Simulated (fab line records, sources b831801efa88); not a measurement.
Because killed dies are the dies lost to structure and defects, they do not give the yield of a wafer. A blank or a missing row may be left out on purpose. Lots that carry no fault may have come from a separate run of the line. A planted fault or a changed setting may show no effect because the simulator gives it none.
Which tool did it? || flow sky130 || 30 wafers from 10 lots sampled at 4 of the route's 708 steps

## WHAT THE GAUGES SHOWED, per wafer
SKY_METAL2_RS_MEAS_05: uses a four-point probe to measure.
{"lot": "L722", "measured": "day 34 15:55", "on": "film_metro-02", "METAL2_ALCU_RS (ohm/sq)": "0.1253 0.1277 0.1267"}
{"lot": "L727", "measured": "day 36 12:29", "on": "film_metro-02", "METAL2_ALCU_RS (ohm/sq)": "0.1256 0.1555 0.1256"}
{"lot": "L728", "measured": "day 36 16:34", "on": "film_metro-01", "METAL2_ALCU_RS (ohm/sq)": "0.1253 0.1239 0.1253"}
{"lot": "L729", "measured": "day 37 05:29", "on": "film_metro-03", "METAL2_ALCU_RS (ohm/sq)": "0.1276 0.1284 0.1279"}
{"lot": "L731", "measured": "day 38 00:29", "on": "film_metro-01", "METAL2_ALCU_RS (ohm/sq)": "0.1549 0.1559 0.1246"}
{"lot": "L733", "measured": "day 38 04:42", "on": "film_metro-03", "METAL2_ALCU_RS (ohm/sq)": "0.1275 0.1277 0.1278"}
{"lot": "L734", "measured": "day 38 11:43", "on": "film_metro-03", "METAL2_ALCU_RS (ohm/sq)": "0.1272 0.1275 0.1266"}
{"lot": "L736", "measured": "day 38 14:29", "on": "film_metro-01", "METAL2_ALCU_RS (ohm/sq)": "0.1251 0.1244 0.1240"}
{"lot": "L738", "measured": "day 39 12:01", "on": "film_metro-03", "METAL2_ALCU_RS (ohm/sq)": "0.1287 0.1270 0.1272"}
{"lot": "L741", "measured": "day 39 23:49", "on": "film_metro-01", "METAL2_ALCU_RS (ohm/sq)": "0.1266 0.1268 0.1275"}

## TOOL THAT RAN EACH LOT (tool first, then ch and the chambers of the sampled wafers, then the start)
{"lot": "L722", "SKY_METAL1_SPUTTER_02": "pvd_sputter-02, day 32 08:35", "SKY_VIA1_SPUTTER_20": "pvd_sputter-03, day 34 15:06", "SKY_METAL2_SPUTTER_02": "pvd_sputter-04, day 34 15:50"}
{"lot": "L727", "SKY_METAL1_SPUTTER_02": "pvd_sputter-04, day 34 06:29", "SKY_VIA1_SPUTTER_20": "pvd_sputter-03, day 36 11:41", "SKY_METAL2_SPUTTER_02": "pvd_sputter-04, day 36 12:22"}
{"lot": "L728", "SKY_METAL1_SPUTTER_02": "pvd_sputter-04, day 34 12:38", "SKY_VIA1_SPUTTER_20": "pvd_sputter-03, day 36 15:47", "SKY_METAL2_SPUTTER_02": "pvd_sputter-02, day 36 16:29"}
{"lot": "L729", "SKY_METAL1_SPUTTER_02": "pvd_sputter-01, day 34 22:38", "SKY_VIA1_SPUTTER_20": "pvd_sputter-03, day 37 04:43", "SKY_METAL2_SPUTTER_02": "pvd_sputter-03, day 37 05:24"}
{"lot": "L731", "SKY_METAL1_SPUTTER_02": "pvd_sputter-04, day 35 18:11", "SKY_VIA1_SPUTTER_20": "pvd_sputter-01, day 37 23:40", "SKY_METAL2_SPUTTER_02": "pvd_sputter-04, day 38 00:21"}
{"lot": "L733", "SKY_METAL1_SPUTTER_02": "pvd_sputter-04, day 35 22:32", "SKY_VIA1_SPUTTER_20": "pvd_sputter-01, day 38 03:56", "SKY_METAL2_SPUTTER_02": "pvd_sputter-03, day 38 04:37"}
{"lot": "L734", "SKY_METAL1_SPUTTER_02": "pvd_sputter-02, day 36 04:50", "SKY_VIA1_SPUTTER_20": "pvd_sputter-01, day 38 10:57", "SKY_METAL2_SPUTTER_02": "pvd_sputter-03, day 38 11:38"}
{"lot": "L736", "SKY_METAL1_SPUTTER_02": "pvd_sputter-02, day 36 07:37", "SKY_VIA1_SPUTTER_20": "pvd_sputter-04, day 38 13:43", "SKY_METAL2_SPUTTER_02": "pvd_sputter-02, day 38 14:24"}
{"lot": "L738", "SKY_METAL1_SPUTTER_02": "pvd_sputter-04, day 37 05:05", "SKY_VIA1_SPUTTER_20": "pvd_sputter-01, day 39 10:08", "SKY_METAL2_SPUTTER_02": "pvd_sputter-03, day 39 11:46"}
{"lot": "L741", "SKY_METAL1_SPUTTER_02": "pvd_sputter-02, day 37 19:56", "SKY_VIA1_SPUTTER_20": "pvd_sputter-01, day 39 23:00", "SKY_METAL2_SPUTTER_02": "pvd_sputter-03, day 39 23:41"}
- SKY_METAL1_SPUTTER_02: material AlCu, target thk 250 nm, time 13.3 s.
- SKY_VIA1_SPUTTER_20: material TiN, target thk 20 nm, time 80 s.
- SKY_METAL2_SPUTTER_02: material AlCu, target thk 250 nm, time 13.3 s.

## THE ANSWER, worked out from the rows above alone
Rule: what is usual is taken from the lots themselves. Put in order of their means at a reading, lots are off if they are a third of the lots or fewer, leave a main group of 4 or more, and stand apart from it by a gap of 3 or more times the standard deviation of the main group's means; of several such gaps the widest counts. A main group whose means are all the same, to the digits that the tables above print for the reading, isn't used. A lot without any number at a reading at which 4 lots or more have one is off too. All remaining lots with rows at the step are treated as sound.
Off: at SKY_METAL2_RS_MEAS_05 (METAL2_ALCU_RS), L727, L731. Main group: mean 0.1267 ohm/sq, sd 0.0012.
If a tool, at a process step before that reading, ran all the lots that are off and no sound lot after the first of them, it fits. The gauges at SKY_METAL2_RS_MEAS_05 are tried like those tools. One fits: pvd_sputter-04 at SKY_METAL2_SPUTTER_02. Its last sound lot is L722 (day 34 15:50), its first lot that is off L727 (day 36 12:22): a fault that began between those two fits.

## WHAT WAS PUT IN BY THE SIMULATOR
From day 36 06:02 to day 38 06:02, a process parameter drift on pvd_sputter-04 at SKY_METAL2_SPUTTER_02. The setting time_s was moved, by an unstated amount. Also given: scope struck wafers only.
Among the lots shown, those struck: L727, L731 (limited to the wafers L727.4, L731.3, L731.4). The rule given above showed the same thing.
